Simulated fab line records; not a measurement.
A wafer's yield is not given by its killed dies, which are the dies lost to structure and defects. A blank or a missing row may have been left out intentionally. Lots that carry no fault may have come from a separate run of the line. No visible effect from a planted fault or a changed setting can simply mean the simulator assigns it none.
fab line records | flow sky130
record lots=5 | wafers=15 | last_day=50
route steps=708 shown VIA4@648 METAL5@661 PASSIVATION@681 PAD_OPEN@708
lots untouched by any fault: they come from a run of this same line in which no faults occurred
start_h: hours from the record's opening day to when the first of the lot's shown wafers began | wait_h: hours since the lot's step before | " identical to the entry in the row above | L1.1+2: one row covering several wafers at once | - value missing, or start not given | * or withheld: withheld | < > ~ a bound
route shown NAME@n: NAME is a module with steps in the file, n the number in the route of the first one | usual: the fault-free wafers' mean and standard deviation | same: alike in all rows | chamber/n: place in a boat | sites: per-site readings | _std_site: how widely they spread, as a standard deviation | _edge_site: mean of outer sites minus mean of inner sites | radius_mm: for every site, how far away it sits from the centre of the wafer | mask NAME#n: copy n | behind: the tool/chamber that last shaped the wafer | hold: cause of the lot's hold/its duration in hours/its outcome | device: the transistor (n, p or np) that didn't switch | end of line: the tests these same wafers got at the end of their route | a step with no rows: only its recipe | killed: dies that structure and defects cost at the first sort, which is not the same as the wafer's yield | map: a wafer's dies, marking killed ones x, the rest . and places with no die _
set.NAME: setting as actually run; set.NAME@STEP: the setting as run at that earlier step | model.NAME: the simulator's own value behind a step, which no gauge read
certain route steps with their lots: each step a table, each wafer a row
services: a tool's chamber out of use, with start hour (start_h, from the record's first day; less than 0 if before it), hours out, and reason
## steps
# step SKY_VIA4_PEB_09
# recipe temp_c=withheld | time_s=* | resist=NOVOLAK
# step SKY_VIA4_DEVELOP_10
# recipe resist=NOVOLAK | developer=TMAH | develop_time_s=60 | dev_temp_c=23
# step SKY_VIA4_ETCH_12
# recipe target=SiO2 | chemistry=C4F8/O2/Ar | stop_on=TiN | mask_material=NOVOLAK | source_w=1500 | bias_w=1200 | pressure_mtorr=40 | c4f8_flow_sccm=withheld | O2_flow_sccm=6 | Ar_flow_sccm=300 | time_s=withheld | target_depth_a=5800
# step SKY_VIA4_STRIP_13
# recipe chemistry=O2/N2 | power_w=1400 | pressure_mtorr=1500 | platen_temp_c=withheld | o2_flow_sccm=3000 | n2_flow_sccm=300 | overash_fraction=0.5
# step SKY_VIA4_STRIP_14
# recipe chemistry=post_etch_residue_remover | time_s=1200 | temp_c=72.5
# step SKY_VIA4_CLEAN_15
# recipe chemistry=IPA | time_s=180 | temp_c=25
# step SKY_VIA4_CLEAN_16
# recipe chemistry=O3/DIW | dry=n2_spin
# step SKY_VIA4_SPUTTER_17
# recipe material=TiN | target_thk_nm=20 | chamber_pressure_pa=5 | power_w=4000 | time_s=80
# step SKY_VIA4_CVD_18
# recipe material=W | target_thk_nm=505 | time_s=152.14 | temp_c=400 | pressure_torr=40
# step SKY_VIA4_CMP_21
# recipe stop_on=SiO2 | t_overpolish_s=25 | down_force_psi=3.5 | platen_rpm=60 | target_thk_nm=0 | pad_velocity_m_s=0.94248
# usual motor_current_A=10.8/1.2 | overpolish_run_s=25.001/0.0095 | retaining_ring_pressure_frac=1.000/0.0049 | slurry_filter_dp_kPa=13.52/0.13 | time_to_endpoint_s=122/5
lot.wafer | tool   | chamber | start_h | wait_h | motor_current_A | overpolish_run_s | retaining_ring_pressure_frac | slurry_filter_dp_kPa | time_to_endpoint_s
L446.2    | cmp-02 | 1       | 1073.79 | 0.0    | 10.5            | 25.008           | 1.007                        | 13.70                | 117
L446.1    | "      | 3       | "       | "      | 11.7            | 25.012           | 0.998                        | 13.71                | 122
L446.5    | "      | 1       | "       | "      | 10.4            | 25.011           | 1.007                        | 13.41                | 115
L448.1    | cmp-02 | 1       | 1076.99 | 0.1    | 10.9            | 25.021           | 0.996                        | 13.59                | 117
L448.3    | "      | 3       | "       | "      | 10.9            | 24.983           | 1.005                        | 13.27                | 117
L448.6    | "      | 0       | "       | "      | 9.4             | 24.987           | 1.005                        | 13.59                | 122
L451.1    | cmp-02 | 3       | 1098.70 | 0.1    | 11.4            | 24.998           | 0.996                        | 13.49                | 122
L451.4    | "      | 1       | "       | "      | 11.2            | 25.006           | 0.999                        | 13.40                | 117
L451.2    | "      | 2       | "       | "      | 12.3            | 24.999           | 1.000                        | 13.60                | 123
L454.2    | cmp-01 | 1       | 1114.43 | 0.3    | 11.5            | 25.003           | 1.008                        | 13.53                | 128
L454.1    | "      | 2       | "       | "      | 9.1             | 25.002           | 1.001                        | 13.51                | 124
L454.6    | "      | 0       | "       | "      | 10.0            | 24.988           | 1.000                        | 13.38                | 122
L459.2    | cmp-02 | 0       | 1149.50 | 0.3    | 9.9             | 25.001           | 0.994                        | 13.38                | 123
L459.4    | "      | 3       | "       | "      | 11.4            | 25.000           | 0.999                        | 13.49                | 116
L459.5    | "      | 0       | "       | "      | 9.7             | 25.009           | 0.999                        | 13.56                | 122
# step SKY_METAL5_SPUTTER_00
# recipe material=Ti | target_thk_nm=15 | power_w=3000 | time_s=10 | chamber_pressure_pa=0.4
# step SKY_METAL5_SPUTTER_01
# recipe material=TiN | target_thk_nm=20 | power_w=6500 | time_s=16.7 | chamber_pressure_pa=0.4
# step SKY_METAL5_SPUTTER_02
# recipe material=AlCu | target_thk_nm=1150 | power_w=10600 | time_s=61.2 | chamber_pressure_pa=0.4
# step SKY_METAL5_SPUTTER_03
# recipe material=Ti | target_thk_nm=5 | power_w=3000 | time_s=3.3 | chamber_pressure_pa=0.4
# step SKY_METAL5_SPUTTER_04
# recipe material=TiN | target_thk_nm=70 | power_w=6500 | time_s=58.3 | chamber_pressure_pa=0.4
# step SKY_METAL5_DEHYDRATE_07
# recipe temp_c=200 | time_s=60
# step SKY_METAL5_HMDS_08
# recipe prime_time_s=60 | prime_temp_c=120
# step SKY_METAL5_COAT_09
# recipe resist=NOVOLAK | spin_rpm=3000 | resist_thk_nm=1800
# step SKY_METAL5_SOFTBAKE_10
# recipe temp_c=90 | time_s=60 | resist=NOVOLAK
# step SKY_METAL5_EXPOSE_11
# recipe mask_id=MM5 | na=0.6 | source_shape=conventional | sigma_outer=0.6 | polarization=unpolarized | target_cd_nm=1600 | dose_mj=190
# step SKY_METAL5_PEB_12
# recipe temp_c=withheld | time_s=* | resist=NOVOLAK
# step SKY_METAL5_DEVELOP_13
# recipe resist=NOVOLAK | developer=TMAH | develop_time_s=60 | dev_temp_c=23
# step SKY_METAL5_DESCUM_14
# recipe chemistry=O2 | source_power_w=150 | bias_power_w=0 | pressure_mtorr=10 | temp_c=40 | time_s=11
# step SKY_METAL5_METAL_ETCH_15
# recipe target_depth_a=12600 | stop_on=SiO2 | over_etch_frac=0.2 | time_s=252 | chemistry=Cl2/BCl3 | resist_sidewall_deg=86 | pressure_mtorr=10 | icp_w=900 | bias_w=48.5 | Cl2_flow_sccm=60 | bcl3_flow_sccm=30
# step SKY_METAL5_STRIP_16
# recipe chemistry=O2/N2 | power_w=1400 | pressure_mtorr=1500 | platen_temp_c=withheld | o2_flow_sccm=3000 | n2_flow_sccm=300 | overash_fraction=0.5
# step SKY_METAL5_STRIP_17
# recipe chemistry=post_etch_residue_remover | time_s=1200 | temp_c=72.5
# step SKY_METAL5_CLEAN_18
# recipe chemistry=IPA | time_s=180 | temp_c=25
# step SKY_METAL5_CLEAN_19
# recipe chemistry=O3/DIW | dry=n2_spin
# step SKY_PASSIVATION_CVD_00
# recipe material=SiO2 | target_thk_nm=90 | temp_c=400 | time_s=withheld | rf_w=600
# step SKY_PASSIVATION_CVD_02
# recipe material=Si3N4 | target_thk_nm=540 | temp_c=400 | time_s=withheld | rf_w=450
# step SKY_PASSIVATION_DEHYDRATE_04
# recipe temp_c=200 | time_s=60
# step SKY_PASSIVATION_HMDS_05
# recipe prime_time_s=60 | prime_temp_c=120
# step SKY_PASSIVATION_COAT_06
# recipe spin_rpm=2000 | resist_thk_nm=3000
# step SKY_PASSIVATION_SOFTBAKE_07
# recipe temp_c=110 | time_s=withheld
# step SKY_PASSIVATION_EXPOSE_08
# recipe mask_id=NSM | target_cd_nm=3000 | na=0.57 | dose_mj=260
# step SKY_PAD_OPEN_PROBE_99
# usual defect_limited_yield=82.8/2 | killed_at_M0_to_M3=43/6.4 | killed_at_M4_up=3.1/2 | killed_at_contacts=24/5.2 | killed_at_front_end=15/4.3 | killed_at_other=0.2/0.48 | killed_dies=85/9.7 | killed_on_rim=17/4.2 | killed_open=47/6.9 | killed_short=38/6.7 | sort_bin_3_pad_short=0.9/0.48 | sort_bin_5_function=10.3/1.6 | sort_bin_6_memory=6.1/0.97 | sort_n_pass=407/9.7 | sort_yield_pct=82.8/2
# same gross_dies=492 | killed_at_back_side=0 | sort_bin_4_leakage[%]=0 | sort_bin_8_speed[%]=0
lot.wafer | tool      | chamber | start_h | wait_h | defect_limited_yield[%] | killed_at_M0_to_M3 | killed_at_M4_up | killed_at_contacts | killed_at_front_end | killed_at_other | killed_dies | killed_on_rim | killed_open | killed_short | sort_bin_3_pad_short[%] | sort_bin_5_function[%] | sort_bin_6_memory[%] | sort_n_pass | sort_yield_pct[%] | model.etest.tester.sort_n_pass | model.etest.tester.sort_yield_pct | model.etest.tester.sort_bin_5_pct | model.etest.tester.sort_bin_6_pct | model.etest.tester.sort_bin_3_pct
L446.1    | prober-02 | -       | 1139.04 | 0.1    | 85.4                    | 37                 | 4               | 20                 | 11                  | 0               | 72          | 11            | 41          | 31           | 1.2                     | 7.9                    | 5.5                  | 420         | 85.4              | 420                            | 85.37                             | 7.927                             | 5.488                             | 1.22
L446.2    | prober-02 | -       | 1139.09 | 0.1    | 60.2                    | 39                 | 108             | 31                 | 17                  | 1               | 196         | 43            | 49          | 39           | 1.8                     | 25.6                   | 12.4                 | 296         | 60.2              | 296                            | 60.16                             | 25.61                             | 12.4                              | 1.829
L446.5    | prober-02 | -       | 1139.24 | 0.2    | 60.2                    | 41                 | 108             | 29                 | 18                  | 0               | 196         | 32            | 52          | 40           | 3.7                     | 21.7                   | 14.4                 | 296         | 60.2              | 296                            | 60.16                             | 21.75                             | 14.43                             | 3.659
L448.1    | prober-01 | -       | 1141.66 | 0.1    | 63.2                    | 28                 | 112             | 32                 | 9                   | 0               | 181         | 32            | 43          | 28           | 2.2                     | 22.4                   | 12.2                 | 311         | 63.2              | 311                            | 63.21                             | 22.36                             | 12.2                              | 2.236
L448.3    | prober-01 | -       | 1141.76 | 0.2    | 81.3                    | 44                 | 1               | 31                 | 16                  | 0               | 92          | 13            | 44          | 48           | 1.2                     | 11.4                   | 6.1                  | 400         | 81.3              | 400                            | 81.3                              | 11.38                             | 6.098                             | 1.22
L448.6    | prober-01 | -       | 1141.91 | 0.2    | 81.5                    | 44                 | 3               | 29                 | 13                  | 2               | 91          | 16            | 41          | 50           | 1.8                     | 11.2                   | 5.5                  | 401         | 81.5              | 401                            | 81.5                              | 11.18                             | 5.488                             | 1.829
L451.1    | prober-01 | -       | 1160.99 | 0.1    | 79.9                    | 40                 | 7               | 27                 | 25                  | 0               | 99          | 15            | 59          | 40           | 1.0                     | 12.2                   | 6.9                  | 393         | 79.9              | 393                            | 79.88                             | 12.2                              | 6.911                             | 1.016
L451.2    | prober-01 | -       | 1161.04 | 0.1    | 82.3                    | 40                 | 9               | 28                 | 10                  | 0               | 87          | 15            | 43          | 44           | 1.2                     | 9.6                    | 6.9                  | 405         | 82.3              | 405                            | 82.32                             | 9.553                             | 6.911                             | 1.22
L451.4    | prober-01 | -       | 1161.14 | 0.2    | 66.3                    | 40                 | 87              | 22                 | 17                  | 0               | 166         | 30            | 47          | 34           | 2.4                     | 19.9                   | 11.4                 | 326         | 66.3              | 326                            | 66.26                             | 19.92                             | 11.38                             | 2.439
L454.1    | prober-02 | -       | 1174.58 | 0.1    | 84.1                    | 35                 | 1               | 22                 | 19                  | 1               | 78          | 15            | 40          | 38           | 1.2                     | 8.5                    | 6.1                  | 414         | 84.1              | 414                            | 84.15                             | 8.537                             | 6.098                             | 1.22
L454.2    | prober-02 | -       | 1174.63 | 0.1    | 82.3                    | 42                 | 3               | 30                 | 11                  | 1               | 87          | 18            | 48          | 38           | 0.6                     | 9.8                    | 7.3                  | 405         | 82.3              | 405                            | 82.32                             | 9.756                             | 7.317                             | 0.6098
L454.6    | prober-02 | -       | 1174.83 | 0.2    | 86.6                    | 29                 | 0               | 25                 | 12                  | 0               | 66          | 11            | 42          | 24           | 0.8                     | 8.3                    | 4.3                  | 426         | 86.6              | 426                            | 86.59                             | 8.333                             | 4.268                             | 0.813
L459.2    | prober-01 | -       | 1204.58 | 0.1    | 87.0                    | 33                 | 2               | 18                 | 11                  | 0               | 64          | 12            | 38          | 26           | 1.2                     | 7.1                    | 4.7                  | 428         | 87.0              | 428                            | 86.99                             | 7.114                             | 4.675                             | 1.22
L459.4    | prober-01 | -       | 1204.68 | 0.2    | 81.3                    | 46                 | 5               | 21                 | 20                  | 0               | 92          | 16            | 49          | 43           | 1.0                     | 11.2                   | 6.5                  | 400         | 81.3              | 400                            | 81.3                              | 11.18                             | 6.504                             | 1.016
L459.5    | prober-01 | -       | 1204.73 | 0.2    | 85.6                    | 36                 | 4               | 24                 | 7                   | 0               | 71          | 17            | 40          | 31           | 1.2                     | 9.1                    | 4.1                  | 421         | 85.6              | 421                            | 85.57                             | 9.146                             | 4.065                             | 1.22
# killed by level:class
L446.1 VIA1:geometric_particle:open=13 LI_CONTACT:geometric_particle:open=8 METAL4:geometric_particle:short=4 CONTACT:geometric_particle:short=4 CONTACT:geometric_particle:open=4 METAL1:geometric_particle:short=4 POLY_GATE:geometric_particle:open=3 POLY_GATE:geometric_particle:short=3
L446.2 VIA4:unspecified=108 VIA1:geometric_particle:open=17 CONTACT:geometric_particle:open=12 LI_CONTACT:geometric_particle:open=8 FIELD_ISO:geometric_particle:open=6 CONTACT:geometric_particle:short=6 VIA1:geometric_particle:short=5 METAL1:geometric_particle:short=5
L446.5 VIA4:unspecified=104 VIA1:geometric_particle:open=16 VIA2:geometric_particle:open=8 LI_CONTACT:geometric_particle:open=7 CONTACT:geometric_particle:open=7 POLY_GATE:geometric_particle:short=6 LOCAL_INTERCONNECT:geometric_particle:short=6 CONTACT:geometric_particle:short=6
L448.1 VIA4:unspecified=110 LI_CONTACT:geometric_particle:open=9 CONTACT:geometric_particle:open=8 LOCAL_INTERCONNECT:geometric_particle:short=6 FIELD_ISO:geometric_particle:open=5 VIA2:geometric_particle:open=5 CONTACT:geometric_particle:short=4 VIA1:geometric_particle:open=4
L448.3 LI_CONTACT:geometric_particle:open=10 VIA1:geometric_particle:open=8 CONTACT:geometric_particle:open=7 VIA1:geometric_particle:short=7 METAL1:geometric_particle:short=6 METAL2:geometric_particle:short=6 VIA2:geometric_particle:open=6 FIELD_ISO:geometric_particle:short=5
L448.6 VIA1:geometric_particle:short=11 VIA1:geometric_particle:open=10 LI_CONTACT:geometric_particle:open=10 CONTACT:geometric_particle:open=8 METAL1:geometric_particle:short=7 CONTACT:geometric_particle:short=5 LOCAL_INTERCONNECT:geometric_particle:short=4 FIELD_ISO:geometric_particle:open=3
L451.1 CONTACT:geometric_particle:open=11 LI_CONTACT:geometric_particle:open=8 VIA1:geometric_particle:open=7 POLY_GATE:geometric_particle:short=7 POLY_GATE:geometric_particle:open=6 VIA2:geometric_particle:open=6 VIA3:geometric_particle:open=6 METAL4:geometric_particle:short=6
L451.2 CONTACT:geometric_particle:open=8 LI_CONTACT:geometric_particle:open=7 VIA1:geometric_particle:short=7 VIA1:geometric_particle:open=7 LOCAL_INTERCONNECT:geometric_particle:short=6 METAL2:geometric_particle:short=5 METAL3:geometric_particle:short=5 METAL4:geometric_particle:short=5
L451.4 VIA4:unspecified=85 VIA3:geometric_particle:open=10 CONTACT:geometric_particle:open=8 VIA2:geometric_particle:open=8 VIA1:geometric_particle:open=6 FIELD_ISO:geometric_particle:open=5 LI_CONTACT:geometric_particle:open=5 CONTACT:geometric_particle:short=5
L454.1 VIA1:geometric_particle:open=11 CONTACT:geometric_particle:open=8 POLY_GATE:geometric_particle:short=7 LI_CONTACT:geometric_particle:open=6 METAL1:geometric_particle:short=5 FIELD_ISO:geometric_particle:open=4 VIA3:geometric_particle:open=4 LI_CONTACT:geometric_particle:short=3
L454.2 LI_CONTACT:geometric_particle:open=14 VIA1:geometric_particle:open=10 VIA2:geometric_particle:open=7 CONTACT:geometric_particle:open=6 METAL2:geometric_particle:short=6 METAL1:geometric_particle:short=5 LOCAL_INTERCONNECT:geometric_particle:short=4 CONTACT:geometric_particle:short=4
L454.6 LI_CONTACT:geometric_particle:open=11 VIA1:geometric_particle:open=7 METAL1:geometric_particle:short=6 VIA3:geometric_particle:open=6 POLY_GATE:geometric_particle:short=5 LOCAL_INTERCONNECT:geometric_particle:short=5 CONTACT:geometric_particle:open=5 VIA2:geometric_particle:open=5
L459.2 CONTACT:geometric_particle:open=9 VIA1:geometric_particle:short=7 VIA1:geometric_particle:open=7 POLY_GATE:geometric_particle:open=4 LI_CONTACT:geometric_particle:open=4 VIA3:geometric_particle:short=4 VIA3:geometric_particle:open=4 METAL2:geometric_particle:short=3
L459.4 VIA1:geometric_particle:open=13 VIA3:geometric_particle:open=11 CONTACT:geometric_particle:open=7 POLY_GATE:geometric_particle:short=5 METAL4:geometric_particle:short=4 VIA3:geometric_particle:short=4 LI_CONTACT:geometric_particle:open=4 VIA1:geometric_particle:short=4
L459.5 CONTACT:geometric_particle:open=7 VIA1:geometric_particle:open=7 VIA3:geometric_particle:open=7 POLY_GATE:geometric_particle:open=6 VIA2:geometric_particle:open=6 LI_CONTACT:geometric_particle:open=5 LOCAL_INTERCONNECT:geometric_particle:short=5 CONTACT:geometric_particle:short=4
# map L446.2 (x killed, . not)
__________.x....xx.._________
________xx.x...x.x.xx._______
______x.x...x.x....x.x.._____
_____....x...x..xx..x.xxx____
____xxx...x.x..x..xxxxxx.x___
___.xxx.x.x.xxx.x....xx....__
__.x...x..x..xxx.......xx..x_
_xx.x.x.xx......x.....x.x....
_.x.x..xx......xxx..x.....xx.
_x..xx........x..x.x.x..x...x
_.x.xx.x..x.x..x.xxx....x.x..
_x.x..x.x.x..........xx......
_...xxx..x..xx.xx...x.x..x...
_.x...xx.xx.x....xxxxxx..x..x
_...x...xxx...x.x.....x.x.x..
__x.xx.xx.x....x.x.....x..x._
___xx.......x...x.x...x.x.x__
____...x.xxx....x.x..xx.xx___
_____x..x.xxxx....xxxxxxx____
______..xxxx.xx...x...xx_____
________..x..x..x....._______
__________x.x.x..x.x_________
# map L448.1 (x killed, . not)
__________.xxx......_________
________xxx..xx.x.x..._______
______xxx....x....x....._____
_____......x.x....xxx.x..____
____....x....x.xx...x..x.x___
___x..x..xx...x...x.x.x..xx__
__.x.xxxx...xxxxx.xxxx...x.._
_x..x..x.x...xx..xx..x..xx..x
_...x.x.....xx.xx..x....x.xxx
_...x..xxxx.x..x...xx..x.x.x.
_.x.xx.x..x.x..x...x...xx...x
_..x.......x.x.x..x...xx.x...
_.....x..xxx...x....x..xx..x.
_x.........x..xx..........x..
_.xxxx.x.....x.xxxxx...x....x
__....x.x..x.x.....x.....x.._
___...x...x.xx.x..x.xx.x...__
____......x........xxx.xx.___
_____.x..x.xx.x.xx..x..x.____
______x..xxxxx..x.....x._____
________x...x.xx....x._______
__________xxx.....x._________
## services
tool   | chamber | start_h | hours | kind
cmp-01 | -       | 1084.39 | 4.0   | pm
cmp-01 | -       | 1088.39 | -     | consumable_replace:conditioner
cmp-01 | -       | 1088.39 | -     | consumable_replace:pad
cmp-02 | -       | 1130.93 | 3.2   | repair
## key
first_sign step=SKY_PAD_OPEN_PROBE_99 | reading=killed_at_M4_up | direction=up | sigmas=51 | usual=3.1 | struck=103.8
effect step=SKY_PAD_OPEN_PROBE_99 | reading=defect_limited_yield | direction=down | sigmas=10 | usual=82.8 | struck=62.4
model_effect step=SKY_PAD_OPEN_PROBE_99 | value=etest.tester.sort_n_pass | without=401 | struck=307.2
met_at SKY_VIA4_CMP_21
struck_wafers L446.2,L446.5,L448.1,L451.4
fault kind=chamber_particle_source | tool=cmp-02 | chamber=1 | onset_h=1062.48 | steps=SKY_VIA4_CMP_21 | rate_per_visit_cm2=0.46699 | end_h=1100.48
